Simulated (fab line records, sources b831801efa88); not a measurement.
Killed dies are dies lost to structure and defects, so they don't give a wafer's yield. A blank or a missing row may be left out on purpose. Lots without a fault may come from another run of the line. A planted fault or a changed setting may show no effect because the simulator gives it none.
fab line records | flow sky130
record lots=6 wafers=16 last_day=50
route steps=708 shown VIA4@653 METAL5@661 PASSIVATION@681 PAD_OPEN@694
lots that met no fault: from a run of the same line without faults
start_h: hours from the record's first day to the start of the lot's first wafer shown | wait_h: hours since the lot's step before | " the same as in the row above | L1.1+2: a row that stands for several wafers | - no value, or no start given | * or withheld: withheld | < > ~ a bound
route shown NAME@n: a module of which the file shows steps, and the number in the route of the first | usual: mean/standard deviation of fault-free wafers | same: alike in all rows | chamber/n: place in a boat | sites: the reading at each site | _std_site: their standard deviation | _edge_site: outer sites' mean less inner sites' | radius_mm: how far each site lies from the wafer's centre | mask NAME#n: copy n | behind: the tool/chamber that last shaped the wafer | hold: why the lot was held/for how many hours/how that ended | device: the transistor (n, p or np) that didn't switch | end of line: the same wafers' tests at the end of the route | a step without rows: its recipe alone | killed: dies lost to structure and defects at the first sort, not the wafer's yield | map: a wafer's dies, x killed, . not, _ none there
set.NAME: the setting as run; set.NAME@STEP: as run at that earlier step | model.NAME: the simulator's own value behind a step, which no gauge read
lots at some steps of the route; a table a step, a row a wafer
services: from which hour (start_h, from the record's first day; less than 0 if before it) a tool's chamber was out of use, for how many hours, and why
## steps
# step SKY_VIA4_STRIP_14
# recipe chemistry=post_etch_residue_remover time_s=1200 temp_c=72.5
# step SKY_VIA4_CLEAN_15
# recipe chemistry=IPA time_s=180 temp_c=25
# step SKY_VIA4_CLEAN_16
# recipe chemistry=O3/DIW dry=n2_spin
# step SKY_VIA4_SPUTTER_17
# recipe material=TiN target_thk_nm=20 chamber_pressure_pa=5 power_w=4000 time_s=80
# step SKY_VIA4_CVD_18
# recipe material=W target_thk_nm=505 time_s=152.14 temp_c=400 pressure_torr=40
# usual heater_power_w=886/85
# columns lot.wafer tool chamber start_h wait_h heater_power_w
L694.2 cvd_w-02 0 1056.68 0.0 996
L694.5 " 0 " " 1012
L694.6 " 1 " " 893
L696.1 cvd_w-01 1 1072.65 0.0 808
L696.2 " 0 " " 788
L696.3 " 1 " " 818
L698.2 cvd_w-02 0 1088.53 0.0 1023
L698.3 " 1 " " 885
L698.6 " 0 " " 1008
L705.4 cvd_w-02 1 1125.47 0.1 890
L705.5 " 0 " " 1024
L709.2 cvd_w-01 1 1146.62 0.0 807
L709.3 " 1 " " 817
L709.6 " 0 " " 807
L708.5 cvd_w-02 1 1148.47 0.1 885
L708.6 " 0 " " 1000
# step SKY_VIA4_RS_MEAS_19
# recipe thk_meas_gauge=four-point-probe reads=W_of_VIA4_CVD_18+TiN_of_VIA4_SPUTTER_17
# usual VIA4_W_RS=0.2256/0.0025
# columns lot.wafer tool chamber start_h wait_h VIA4_W_RS[ohm/sq]
L694.2 film_metro-01 - 1056.85 0.1 0.2280
L694.5 " - " " 0.2272
L694.6 " - " " 0.2252
L696.1 film_metro-03 - 1072.81 0.1 0.2267
L696.2 " - " " 0.2296
L696.3 " - " " 0.2267
L698.2 film_metro-04 - 1088.70 0.1 0.2251
L698.3 " - " " 0.2266
L698.6 " - " " 0.2248
L705.4 film_metro-04 - 1125.63 0.1 0.2195
L705.5 " - " " 0.2200
L709.2 film_metro-03 - 1146.79 0.1 0.2293
L709.3 " - " " 0.2252
L709.6 " - " " 0.2259
L708.5 film_metro-01 - 1148.60 0.1 0.2227
L708.6 " - " " 0.2221
# step SKY_VIA4_THK_MEAS_20
# recipe thk_meas_gauge=xrf reads=W_of_VIA4_CVD_18
# usual VIA4_W_THK=504/6.7
# columns lot.wafer tool chamber start_h wait_h VIA4_W_THK[nm]
L694.2 film_metro-01 - 1056.96 0.1 507
L694.5 " - " " 506
L694.6 " - " " 513
L696.1 film_metro-03 - 1072.93 0.1 499
L696.2 " - " " 494
L696.3 " - " " 501
L698.2 film_metro-04 - 1088.81 0.1 511
L698.3 " - " " 506
L698.6 " - " " 512
L705.4 film_metro-04 - 1125.72 0.1 521
L705.5 " - " " 516
L709.2 film_metro-03 - 1146.90 0.1 496
L709.3 " - " " 506
L709.6 " - " " 498
L708.5 film_metro-01 - 1148.68 0.1 510
L708.6 " - " " 513
# step SKY_VIA4_CMP_21
# recipe stop_on=SiO2 t_overpolish_s=25 down_force_psi=3.5 platen_rpm=60 target_thk_nm=0 pad_velocity_m_s=0.94248
# usual motor_current_A=11.2/0.79 overpolish_run_s=25.001/0.0083 platen_rpm=60.00/0.038 time_to_endpoint_s=125/3.8
# columns lot.wafer tool chamber start_h wait_h motor_current_A overpolish_run_s platen_rpm time_to_endpoint_s
L694.2 cmp-01 3 1057.11 0.1 10.7 25.007 60.04 124
L694.6 " 1 " " 10.7 25.001 60.09 118
L694.5 " 2 " " 11.0 24.984 59.96 123
L696.1 cmp-02 0 1072.99 0.1 11.5 25.003 59.98 128
L696.2 " 1 " " 12.8 25.011 59.96 123
L696.3 " 2 " " 10.5 24.984 60.02 132
L698.2 cmp-01 0 1088.86 0.0 11.0 25.007 60.02 127
L698.3 " 3 " " 11.6 25.002 59.98 124
L698.6 " 0 " " 11.1 25.013 60.02 128
L705.4 cmp-01 1 1125.90 0.2 11.1 24.983 60.00 128
L705.5 " 3 " " 11.3 24.992 59.99 127
L709.3 cmp-01 1 1146.99 0.1 11.0 24.994 60.02 125
L709.2 " 0 " " 10.5 25.002 60.04 125
L709.6 " 1 " " 11.4 25.011 60.01 125
L708.6 cmp-01 3 1149.03 0.3 11.1 25.008 60.05 129
L708.5 " 0 " " 11.1 25.006 59.97 128
# step SKY_METAL5_SPUTTER_00
# recipe material=Ti target_thk_nm=15 power_w=3000 time_s=10 chamber_pressure_pa=0.4
# usual throttle_valve_pct=29.3/0.87
# columns lot.wafer tool chamber start_h wait_h throttle_valve_pct
L694.2 pvd_sputter-04 - 1057.31 0.1 27.7
L694.5 " - " " 29.4
L694.6 " - " " 30.0
L696.1 pvd_sputter-02 - 1073.29 0.2 29.1
L696.2 " - " " 27.8
L696.3 " - " " 31.3
L698.2 pvd_sputter-01 - 1089.16 0.2 29.1
L698.3 " - " " 29.3
L698.6 " - " " 28.3
L705.4 pvd_sputter-01 - 1126.10 0.1 28.9
L705.5 " - " " 28.6
L709.2 pvd_sputter-02 - 1147.29 0.1 29.2
L709.3 " - " " 31.2
L709.6 " - " " 27.9
L708.5 pvd_sputter-01 - 1149.14 0.0 29.9
L708.6 " - " " 29.4
# step SKY_METAL5_SPUTTER_01
# recipe material=TiN target_thk_nm=20 power_w=6500 time_s=16.7 chamber_pressure_pa=0.4
# step SKY_METAL5_SPUTTER_02
# recipe material=AlCu target_thk_nm=1150 power_w=10600 time_s=61.2 chamber_pressure_pa=0.4
# step SKY_METAL5_SPUTTER_03
# recipe material=Ti target_thk_nm=5 power_w=3000 time_s=3.3 chamber_pressure_pa=0.4
# step SKY_METAL5_SPUTTER_04
# recipe material=TiN target_thk_nm=70 power_w=6500 time_s=58.3 chamber_pressure_pa=0.4
# usual throttle_valve_pct=29.3/0.89
# columns lot.wafer tool chamber start_h wait_h throttle_valve_pct model.TiN_of_METAL5_SPUTTER_04.thk_nm
L694.2 pvd_sputter-04 - 1057.43 0.0 27.4 69.93
L694.5 " - " " 29.2 69.25
L694.6 " - " " 29.8 70.49
L696.1 pvd_sputter-02 - 1073.40 0.0 29.4 68.98
L696.2 " - " " 27.8 69.78
L696.3 " - " " 31.4 68.94
L698.2 pvd_sputter-01 - 1089.28 0.0 29.2 69.46
L698.3 " - " " 29.5 69.67
L698.6 " - " " 28.4 69.76
L705.4 pvd_sputter-01 - 1126.22 0.0 29.1 70.38
L705.5 " - " " 28.7 41.45
L709.2 pvd_sputter-02 - 1147.41 0.0 29.1 69.95
L709.3 " - " " 31.2 70.08
L709.6 " - " " 27.7 69.43
L708.5 pvd_sputter-01 - 1149.27 0.0 29.4 41.87
L708.6 " - " " 29.5 70.36
# step SKY_METAL5_RS_MEAS_05
# recipe thk_meas_gauge=four-point-probe reads=TiN_of_METAL5_SPUTTER_04+Ti_of_METAL5_SPUTTER_03+AlCu_of_METAL5_SPUTTER_02+TiN_of_METAL5_SPUTTER_01+Ti_of_METAL5_SPUTTER_00
# usual METAL5_ALCU_RS=0.02707/0.00028
# columns lot.wafer tool chamber start_h wait_h METAL5_ALCU_RS[ohm/sq]
L694.2 film_metro-01 - 1057.50 0.0 0.02626
L694.5 " - " " 0.02686
L694.6 " - " " 0.02655
L696.1 film_metro-01 - 1073.45 0.0 0.02726
L696.2 " - " " 0.02736
L696.3 " - " " 0.02748
L698.2 film_metro-03 - 1089.35 0.0 0.0272
L698.3 " - " " 0.02757
L698.6 " - " " 0.02739
L705.4 film_metro-03 - 1126.33 0.1 0.02661
L705.5 " - " " 0.02688
L709.2 film_metro-03 - 1147.48 0.0 0.02674
L709.3 " - " " 0.02685
L709.6 " - " " 0.02723
L708.5 film_metro-03 - 1149.38 0.1 0.02725
L708.6 " - " " 0.0272
# step SKY_METAL5_THK_MEAS_06
# recipe thk_meas_gauge=xrf reads=AlCu_of_METAL5_SPUTTER_02
# usual METAL5_ALCU_THK=1128/13
# columns lot.wafer tool chamber start_h wait_h METAL5_ALCU_THK[nm]
L694.2 film_metro-01 - 1057.61 0.1 1155
L694.5 " - " " 1129
L694.6 " - " " 1150
L696.1 film_metro-01 - 1073.57 0.1 1122
L696.2 " - " " 1105
L696.3 " - " " 1106
L698.2 film_metro-03 - 1089.46 0.1 1135
L698.3 " - " " 1111
L698.6 " - " " 1121
L705.4 film_metro-03 - 1126.42 0.1 1145
L705.5 " - " " 1217
L709.2 film_metro-03 - 1147.59 0.1 1136
L709.3 " - " " 1138
L709.6 " - " " 1117
L708.5 film_metro-03 - 1149.46 0.1 1194
L708.6 " - " " 1126
# step SKY_METAL5_DEHYDRATE_07
# recipe temp_c=200 time_s=60
# step SKY_METAL5_HMDS_08
# recipe prime_time_s=60 prime_temp_c=120
# step SKY_METAL5_COAT_09
# recipe resist=NOVOLAK spin_rpm=3000 resist_thk_nm=1800
# step SKY_METAL5_SOFTBAKE_10
# recipe temp_c=90 time_s=60 resist=NOVOLAK
# step SKY_METAL5_EXPOSE_11
# recipe mask_id=MM5 na=0.6 source_shape=conventional sigma_outer=0.6 polarization=unpolarized target_cd_nm=1600 dose_mj=190
# step SKY_METAL5_PEB_12
# recipe temp_c=withheld time_s=* resist=NOVOLAK
# step SKY_METAL5_DEVELOP_13
# recipe resist=NOVOLAK developer=TMAH develop_time_s=60 dev_temp_c=23
# step SKY_METAL5_DESCUM_14
# recipe chemistry=O2 source_power_w=150 bias_power_w=0 pressure_mtorr=10 temp_c=40 time_s=11
# step SKY_METAL5_METAL_ETCH_15
# recipe target_depth_a=12600 stop_on=SiO2 over_etch_frac=0.2 time_s=252 chemistry=Cl2/BCl3 resist_sidewall_deg=86 pressure_mtorr=10 icp_w=900 bias_w=48.5 Cl2_flow_sccm=60 bcl3_flow_sccm=30
# step SKY_METAL5_STRIP_16
# recipe chemistry=O2/N2 power_w=1400 pressure_mtorr=1500 platen_temp_c=withheld o2_flow_sccm=3000 n2_flow_sccm=300 overash_fraction=0.5
# usual drypump_motor_current_A=5.7/0.37 oes_product_au=0.710/0.0044 strip_time_to_endpoint_s=13.02/0.11
# same overash_fraction=0.5
# columns lot.wafer tool chamber start_h wait_h drypump_motor_current_A oes_product_au rf_hours_counter_h strip_time_to_endpoint_s
L694.2 plasma_asher-04 1 1078.58 0.2 6.2 0.720 66 12.94
L694.5 " 0 " " 5.8 0.712 - 12.89
L694.6 " 1 " " 6.2 0.711 - 13.20
L696.1 plasma_asher-01 0 1093.78 0.2 5.1 0.714 36 12.95
L696.2 " 1 " " 5.4 0.714 36 13.13
L696.3 " 1 " " 5.4 0.707 - 13.13
L698.2 plasma_asher-02 1 1109.86 0.2 5.8 0.704 4 13.02
L698.3 " 1 " " 5.8 0.707 - 13.01
L698.6 " 0 " " 5.7 0.705 - 12.99
L705.4 plasma_asher-04 0 1145.06 0.1 5.9 0.704 - 12.80
L705.5 " 1 " " 6.2 0.711 - 12.98
L709.2 plasma_asher-01 0 1164.78 0.2 5.1 0.709 43 12.98
L709.3 " 1 " " 5.4 0.714 - 12.97
L709.6 " 1 " " 5.5 0.709 - 13.02
L708.5 plasma_asher-02 0 1167.20 0.1 5.7 0.714 - 13.01
L708.6 " 1 " " 5.8 0.711 - 12.98
# step SKY_METAL5_STRIP_17
# recipe chemistry=post_etch_residue_remover time_s=1200 temp_c=72.5
# columns lot.wafer tool chamber start_h wait_h model.TiN_of_METAL5_SPUTTER_04.thk_nm
L694.2 wet_bench-04 0 1078.68 0.1 69.51
L694.5 " 0 " " 68.82
L694.6 " 0 " " 70.06
L696.1 wet_bench-01 0 1093.88 0.1 68.57
L696.2 " 0 " " 69.37
L696.3 " 0 " " 68.53
L698.2 wet_bench-04 3 1109.96 0.1 69.04
L698.3 " 3 " " 69.25
L698.6 " 3 " " 69.34
L705.4 wet_bench-01 1 1145.13 0.0 69.96
L705.5 " 1 " " 41.03
L709.2 wet_bench-01 3 1164.88 0.1 69.53
L709.3 " 3 " " 69.66
L709.6 " 3 " " 69
L708.5 wet_bench-01 0 1167.23 0.0 41.44
L708.6 " 0 " " 69.94
# step SKY_METAL5_CLEAN_18
# recipe chemistry=IPA time_s=180 temp_c=25
# step SKY_METAL5_CLEAN_19
# recipe chemistry=O3/DIW dry=n2_spin
# step SKY_PASSIVATION_CVD_00
# recipe material=SiO2 target_thk_nm=90 temp_c=400 time_s=withheld rf_w=600
# usual heater_power_w=665/91
# columns lot.wafer tool chamber start_h wait_h heater_power_w
L694.2 pecvd-02 1 1079.18 0.0 625
L694.5 " 1 " " 663
L694.6 " 0 " " 754
L696.1 pecvd-04 2 1094.38 0.0 619
L696.2 " 1 " " 709
L696.3 " 0 " " 662
L698.2 pecvd-04 2 1110.48 0.0 745
L698.3 " 1 " " 704
L698.6 " 2 " " 750
L705.4 pecvd-02 1 1145.63 0.0 631
L705.5 " 2 " " 563
L709.2 pecvd-04 1 1165.43 0.0 751
L709.3 " 0 " " 613
L709.6 " 1 " " 754
L708.5 pecvd-03 2 1167.82 0.0 492
L708.6 " 1 " " 825
# step SKY_PASSIVATION_THK_MEAS_01
# recipe reads=SiO2_of_PASSIVATION_CVD_00
# usual PASSIVATION_CVD_00_THK=90.4/1.3
# columns lot.wafer tool chamber start_h wait_h PASSIVATION_CVD_00_THK[nm]
L694.2 film_metro-02 - 1079.21 - 89.4
L694.5 " - " " 90.3
L694.6 " - " " 90.0
L696.1 film_metro-02 - 1094.40 - 90.8
L696.2 " - " " 89.0
L696.3 " - " " 89.8
L698.2 film_metro-04 - 1110.51 - 90.4
L698.3 " - " " 89.4
L698.6 " - " " 92.6
L705.4 film_metro-01 - 1145.67 - 90.8
L705.5 " - " " 92.3
L709.2 film_metro-02 - 1165.46 - 89.5
L709.3 " - " " 88.8
L709.6 " - " " 89.2
L708.5 film_metro-02 - 1167.88 - 90.3
L708.6 " - " " 88.3
# step SKY_PASSIVATION_CVD_02
# recipe material=Si3N4 target_thk_nm=540 temp_c=400 time_s=withheld rf_w=450
# step SKY_PASSIVATION_THK_MEAS_03
# recipe reads=Si3N4_of_PASSIVATION_CVD_02
# usual PASSIVATION_CVD_02_THK=539/6.3
# columns lot.wafer tool chamber start_h wait_h PASSIVATION_CVD_02_THK[nm]
L694.2 film_metro-01 - 1079.61 - 533
L694.5 " - " " 542
L694.6 " - " " 546
L696.1 film_metro-02 - 1094.68 - 528
L696.2 " - " " 533
L696.3 " - " " 540
L698.2 film_metro-02 - 1110.80 - 531
L698.3 " - " " 531
L698.6 " - " " 540
L705.4 film_metro-02 - 1145.96 - 546
L705.5 " - " " 540
L709.2 film_metro-04 - 1165.75 - 542
L709.3 " - " " 539
L709.6 " - " " 540
L708.5 film_metro-01 - 1168.16 - 544
L708.6 " - " " 546
# step SKY_PASSIVATION_DEHYDRATE_04
# recipe temp_c=200 time_s=60
# step SKY_PASSIVATION_HMDS_05
# recipe prime_time_s=60 prime_temp_c=120
# step SKY_PASSIVATION_COAT_06
# recipe spin_rpm=2000 resist_thk_nm=3000
# step SKY_PASSIVATION_SOFTBAKE_07
# recipe temp_c=110 time_s=withheld
# step SKY_PASSIVATION_EXPOSE_08
# recipe mask_id=NSM target_cd_nm=3000 na=0.57 dose_mj=260
# step SKY_PASSIVATION_PEB_09
# recipe temp_c=115 time_s=withheld
# step SKY_PASSIVATION_DEVELOP_10
# recipe develop_time_s=60 dev_temp_c=23
# step SKY_PASSIVATION_ETCH_11
# recipe chemistry=CF4/O2 target_depth_nm=725 stop_on=AlCu source_w=800 bias_w=150 pressure_mtorr=150 cf4_flow_sccm=80 O2_flow_sccm=10 time_s=161.1
# usual O2_flow_sccm=10.000/0.03 drypump_motor_current_A=5.8/0.38 oes_product_au=0.978/0.0066 throttle_valve_pct=5.964/0.0091
# columns lot.wafer tool chamber start_h wait_h O2_flow_sccm drypump_motor_current_A oes_product_au rf_hours_counter_h throttle_valve_pct model.PASSIVATION.feature_depth_nm
L694.2 rie_diel-02 0 1100.61 - 10.016 6.0 0.981 20 5.960 696.3
L694.5 " 3 " " 9.979 5.9 0.980 - 5.957 706.6
L694.6 " 2 " " 9.996 5.2 0.982 - 5.973 711.6
L696.1 rie_diel-03 3 1113.72 - 9.977 6.0 0.963 18 5.963 692.3
L696.2 " 2 " " 10.047 5.8 0.976 22 5.969 696.4
L696.3 " 1 " " 10.004 5.6 0.972 21 5.962 703.7
L698.2 rie_diel-04 3 1130.24 - 10.006 5.7 0.973 16 5.964 695.1
L698.3 " 2 " " 10.024 6.3 0.975 3 5.968 694
L698.6 " 3 " " 10.016 5.7 0.983 - 5.967 706.9
L705.4 rie_diel-04 0 1163.56 - 9.998 5.8 0.985 10 5.970 711.7
L705.5 " 0 " " 10.063 5.8 0.957 - 5.944 678.6
L709.2 rie_diel-03 0 1182.11 - 9.981 5.0 0.974 10 5.957 706.4
L709.3 " 2 " " 9.960 5.8 0.974 25 5.976 702.3
L709.6 " 2 " " 9.999 5.8 0.975 - 5.964 702.9
L708.5 rie_diel-03 1 1184.57 - 10.021 5.6 0.963 - 5.955 680.8
L708.6 " 0 " " 9.988 5.0 0.978 - 5.961 709.4
# step SKY_PASSIVATION_STRIP_12
# recipe chemistry=O2/N2 power_w=1400 pressure_mtorr=1500 platen_temp_c=withheld overash_fraction=0.7 o2_flow_sccm=3000 n2_flow_sccm=300
# step SKY_PAD_OPEN_DEHYDRATE_00
# recipe temp_c=200 time_s=60
# step SKY_PAD_OPEN_ETCH_07
# recipe chemistry=CF4/O2 target_depth_nm=725 stop_on=AlCu source_w=800 bias_w=150 pressure_mtorr=150 cf4_flow_sccm=80 O2_flow_sccm=10 time_s=161.1
# usual O2_flow_sccm=10.00/0.032 drypump_motor_current_A=5.7/0.4 oes_product_au=0.978/0.0067 throttle_valve_pct=5.965/0.0091
# columns lot.wafer tool chamber start_h wait_h O2_flow_sccm drypump_motor_current_A oes_product_au rf_hours_counter_h throttle_valve_pct model.PAD_OPEN.feature_depth_nm
L694.2 rie_diel-02 3 1121.01 - 9.99 5.9 0.965 19 5.965 696.3
L694.5 " 3 " " 9.99 5.9 0.972 - 5.963 706.6
L694.6 " 1 " " 10.00 5.7 0.985 - 5.963 711.6
L696.1 rie_diel-03 0 1132.91 - 9.97 4.9 0.969 8 5.959 692.3
L696.2 " 3 " " 9.95 6.0 0.974 19 5.977 696.4
L696.3 " 1 " " 9.94 5.6 0.979 22 5.974 703.7
L698.2 rie_diel-02 3 1148.66 - 9.99 5.9 0.976 20 5.973 695.1
L698.3 " 1 " " 9.99 5.7 0.971 19 5.949 694
L698.6 " 2 " " 10.02 5.2 0.977 - 5.958 706.9
L705.4 rie_diel-03 0 1180.41 - 10.01 5.0 0.976 10 5.951 711.7
L705.5 " 2 " " 10.00 5.8 0.958 - 5.954 678.6
L709.2 rie_diel-03 2 1198.07 - 10.02 5.7 0.973 25 5.972 706.4
L709.3 " 1 " " 10.04 5.6 0.984 25 5.957 702.3
L709.6 " 2 " " 10.02 5.8 0.970 - 5.966 702.9
L708.5 rie_diel-03 2 1200.22 - 9.96 5.8 0.959 - 5.953 680.8
L708.6 " 3 " " 9.97 6.0 0.979 - 5.952 709.4
# step SKY_PAD_OPEN_PROBE_99
# usual defect_limited_yield=82.4/2 killed_at_M0_to_M3=44/6.5 killed_at_M4_up=3.3/1.7 killed_at_contacts=25/5.3 killed_at_front_end=15/5 killed_at_other=0.2/0.47 killed_dies=87/9.9 killed_open=47/8 killed_short=39/6.1 sort_bin_3_pad_short=0.9/0.43 sort_bin_5_function=10.4/1.5 sort_bin_6_memory=6.2/1.2 sort_n_pass=405/9.9 sort_yield_pct=82.4/2
# same gross_dies=492 killed_at_back_side=0 sort_bin_4_leakage[%]=0 sort_bin_8_speed[%]=0
# columns lot.wafer tool chamber start_h wait_h defect_limited_yield[%] killed_at_M0_to_M3 killed_at_M4_up killed_at_contacts killed_at_front_end killed_at_other killed_dies killed_open killed_short sort_bin_3_pad_short[%] sort_bin_5_function[%] sort_bin_6_memory[%] sort_n_pass sort_yield_pct[%]
L694.2 prober-01 - 1123.43 0.1 80.7 46 3 26 20 0 95 52 43 1.0 11.4 6.9 397 80.7
L694.5 prober-01 - 1123.58 0.2 82.1 45 4 26 13 0 88 47 41 0.4 10.8 6.7 404 82.1
L694.6 prober-01 - 1123.63 0.2 84.3 43 2 19 13 0 77 48 29 1.2 9.3 5.1 415 84.3
L696.1 prober-01 - 1135.24 0.1 79.7 50 3 38 9 0 100 57 43 1.2 11.8 7.3 392 79.7
L696.2 prober-01 - 1135.29 0.1 82.5 47 2 20 17 0 86 46 40 0.8 10.8 5.9 406 82.5
L696.3 prober-01 - 1135.34 0.2 80.3 64 5 20 8 0 97 44 53 1.4 12.6 5.7 395 80.3
L698.2 prober-01 - 1151.27 0.1 86.0 30 3 18 18 0 69 29 40 0.4 7.3 6.3 423 86.0
L698.3 prober-01 - 1151.32 0.2 85.8 42 5 10 13 0 70 35 35 1.2 8.1 4.9 422 85.8
L698.6 prober-01 - 1151.47 0.2 80.5 53 1 19 23 0 96 53 43 1.6 10.6 7.3 396 80.5
L705.4 prober-02 - 1182.92 0.2 82.9 38 4 27 15 0 84 45 39 0.2 9.8 7.1 408 82.9
L705.5 prober-02 - 1182.97 0.2 82.5 42 4 21 18 1 86 44 42 0.8 10.6 6.1 406 82.5
L709.2 prober-02 - 1200.44 0.1 83.7 40 4 25 11 0 80 43 37 0.6 9.6 6.1 412 83.7
L709.3 prober-02 - 1200.49 0.2 78.5 49 4 28 25 0 106 54 52 0.8 12.8 7.9 386 78.5
L709.6 prober-02 - 1200.64 0.2 85.2 43 4 19 7 0 73 44 29 1.0 9.6 4.3 419 85.2
L708.5 prober-02 - 1203.83 0.2 82.7 31 6 36 12 0 85 55 30 0 10.6 6.7 407 82.7
L708.6 prober-02 - 1203.88 0.2 86.6 32 2 25 7 0 66 36 30 0.8 8.3 4.3 426 86.6
# killed by level:class
L694.2 CONTACT:geometric_particle:short=9 VIA1:geometric_particle:open=9 POLY_GATE:geometric_particle:open=8 CONTACT:geometric_particle:open=8 VIA3:geometric_particle:open=7 METAL1:geometric_particle:short=7 METAL2:geometric_particle:short=7 LI_CONTACT:geometric_particle:open=6
L694.5 METAL1:geometric_particle:short=11 CONTACT:geometric_particle:open=11 VIA1:geometric_particle:open=6 VIA2:geometric_particle:open=6 LI_CONTACT:geometric_particle:open=5 VIA3:geometric_particle:open=5 VIA2:geometric_particle:short=4 POLY_GATE:geometric_particle:short=3
L694.6 VIA2:geometric_particle:open=10 VIA1:geometric_particle:open=9 VIA3:geometric_particle:open=8 CONTACT:geometric_particle:open=7 LI_CONTACT:geometric_particle:open=6 METAL1:geometric_particle:short=5 METAL2:geometric_particle:short=4 FIELD_ISO:geometric_particle:open=3
L696.1 LI_CONTACT:geometric_particle:open=18 CONTACT:geometric_particle:open=10 VIA1:geometric_particle:open=8 METAL2:geometric_particle:short=7 VIA2:geometric_particle:open=7 VIA3:geometric_particle:open=7 METAL1:geometric_particle:short=6 VIA2:geometric_particle:short=5
L696.2 VIA1:geometric_particle:open=10 VIA2:geometric_particle:open=8 POLY_GATE:geometric_particle:open=6 METAL1:geometric_particle:short=6 LI_CONTACT:geometric_particle:open=6 VIA2:geometric_particle:short=6 POLY_GATE:geometric_particle:short=5 VIA1:geometric_particle:short=5
L696.3 METAL2:geometric_particle:short=14 METAL1:geometric_particle:short=8 VIA1:geometric_particle:open=8 VIA3:geometric_particle:open=8 VIA2:geometric_particle:open=8 LI_CONTACT:geometric_particle:open=7 LI_CONTACT:geometric_particle:short=7 VIA1:geometric_particle:short=5
L698.2 CONTACT:geometric_particle:open=8 VIA1:geometric_particle:open=7 METAL1:geometric_particle:short=6 VIA3:geometric_particle:short=5 FIELD_ISO:geometric_particle:short=4 POLY_GATE:geometric_particle:short=4 POLY_GATE:geometric_particle:open=4 LOCAL_INTERCONNECT:geometric_particle:short=4
L698.3 VIA1:geometric_particle:open=11 METAL1:geometric_particle:short=6 METAL2:geometric_particle:short=4 VIA2:geometric_particle:open=4 VIA3:geometric_particle:short=4 METAL4:geometric_particle:short=4 FIELD_ISO:geometric_particle:open=3 FIELD_ISO:geometric_particle:short=3
L698.6 METAL1:geometric_particle:short=10 CONTACT:geometric_particle:open=9 VIA1:geometric_particle:open=9 VIA2:geometric_particle:open=8 FIELD_ISO:geometric_particle:short=7 POLY_GATE:geometric_particle:open=7 VIA1:geometric_particle:short=7 CONTACT:geometric_particle:short=5
L705.4 CONTACT:geometric_particle:open=11 LI_CONTACT:geometric_particle:open=8 METAL2:geometric_particle:short=8 VIA1:geometric_particle:open=6 CONTACT:geometric_particle:short=5 VIA2:geometric_particle:open=5 FIELD_ISO:geometric_particle:short=4 POLY_GATE:geometric_particle:open=4
L705.5 CONTACT:geometric_particle:open=9 VIA2:geometric_particle:open=8 VIA1:geometric_particle:short=7 VIA3:geometric_particle:open=7 VIA1:geometric_particle:open=6 FIELD_ISO:geometric_particle:short=5 LOCAL_INTERCONNECT:geometric_particle:short=5 FIELD_ISO:geometric_particle:open=4
L709.2 VIA1:geometric_particle:open=10 CONTACT:geometric_particle:open=8 LI_CONTACT:geometric_particle:open=6 LOCAL_INTERCONNECT:geometric_particle:short=5 METAL1:geometric_particle:short=4 VIA1:geometric_particle:short=4 VIA2:geometric_particle:open=4 VIA3:geometric_particle:open=4
L709.3 CONTACT:geometric_particle:open=12 VIA1:geometric_particle:open=11 FIELD_ISO:geometric_particle:open=7 POLY_GATE:geometric_particle:short=7 VIA2:geometric_particle:short=6 FIELD_ISO:geometric_particle:short=5 POLY_GATE:geometric_particle:open=5 LOCAL_INTERCONNECT:geometric_particle:short=5
L709.6 VIA1:geometric_particle:open=14 CONTACT:geometric_particle:open=8 CONTACT:geometric_particle:short=5 VIA2:geometric_particle:open=5 VIA1:geometric_particle:short=4 METAL2:geometric_particle:short=4 FIELD_ISO:geometric_particle:open=3 METAL1:geometric_particle:short=3
L708.5 CONTACT:geometric_particle:open=20 VIA3:geometric_particle:open=9 LI_CONTACT:geometric_particle:open=8 VIA2:geometric_particle:open=6 FIELD_ISO:geometric_particle:short=5 CONTACT:geometric_particle:short=5 VIA1:geometric_particle:open=5 METAL4:geometric_particle:short=5
L708.6 CONTACT:geometric_particle:open=9 VIA3:geometric_particle:open=7 LI_CONTACT:geometric_particle:open=6 METAL3:geometric_particle:short=6 LOCAL_INTERCONNECT:geometric_particle:short=5 VIA1:geometric_particle:open=5 VIA2:geometric_particle:short=4 VIA2:geometric_particle:open=4
## services
# columns tool chamber start_h hours kind
rie_diel-03 1 1035.06 9.0 repair
cvd_w-01 - 1037.99 1.5 repair
cvd_w-02 - 1040.62 4.3 pm
pvd_sputter-01 - 1042.28 5.3 repair
cvd_w-02 - 1065.58 2.8 pm
pecvd-04 - 1078.56 1.3 repair
pvd_sputter-02 - 1082.53 0.6 repair
cmp-01 - 1091.91 7.3 pm
cmp-01 - 1103.21 0.8 repair
rie_diel-02 3 1109.43 8.3 repair
rie_diel-03 - 1109.44 2.8 pm
cvd_w-02 0 1111.03 6.5 repair
pvd_sputter-01 - 1116.51 0.7 repair
rie_diel-02 0 1117.31 4.1 repair
pvd_sputter-01 - 1126.93 2.1 repair
rie_diel-02 - 1131.85 1.2 repair
rie_diel-03 1 1145.02 1.2 repair
rie_diel-02 0 1163.95 1.4 repair
rie_diel-03 0 1169.50 8.7 repair
rie_diel-03 2 1170.26 1.9 repair
pecvd-04 - 1172.15 0.6 repair
cmp-01 - 1177.28 4.0 pm
rie_diel-02 - 1185.31 1.0 repair
rie_diel-02 - 1193.67 0.4 repair
## key
first_sign step=SKY_METAL5_THK_MEAS_06 reading=METAL5_ALCU_THK direction=up sigmas=6.2 usual=1128 struck=1206
effect step=SKY_PASSIVATION_ETCH_11 reading=oes_product_au direction=down sigmas=2.7 usual=0.978 struck=0.960
effect step=SKY_PAD_OPEN_ETCH_07 reading=oes_product_au direction=down sigmas=2.8 usual=0.978 struck=0.959
model_effect step=SKY_METAL5_SPUTTER_04 value=TiN_of_METAL5_SPUTTER_04.thk_nm without=70.43 struck=41.66
model_effect step=SKY_METAL5_STRIP_17 value=TiN_of_METAL5_SPUTTER_04.thk_nm without=70.01 struck=41.23
model_effect step=SKY_PASSIVATION_ETCH_11 value=PASSIVATION.feature_depth_nm without=708.5 struck=679.7
model_effect step=SKY_PAD_OPEN_ETCH_07 value=PAD_OPEN.feature_depth_nm without=708.4 struck=679.7
met_at SKY_METAL5_SPUTTER_04
struck_wafers L705.5,L708.5
onset_between 1089.28 1126.22
fault kind=process_parameter_drift tool=pvd_sputter-01 chamber=- onset_h=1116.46 steps=SKY_METAL5_SPUTTER_04 channel=target_thk_nm offset=-28.772 shape=step end_h=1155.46 scope=struck_wafers_only acts_in=these_recipes_only stated=70
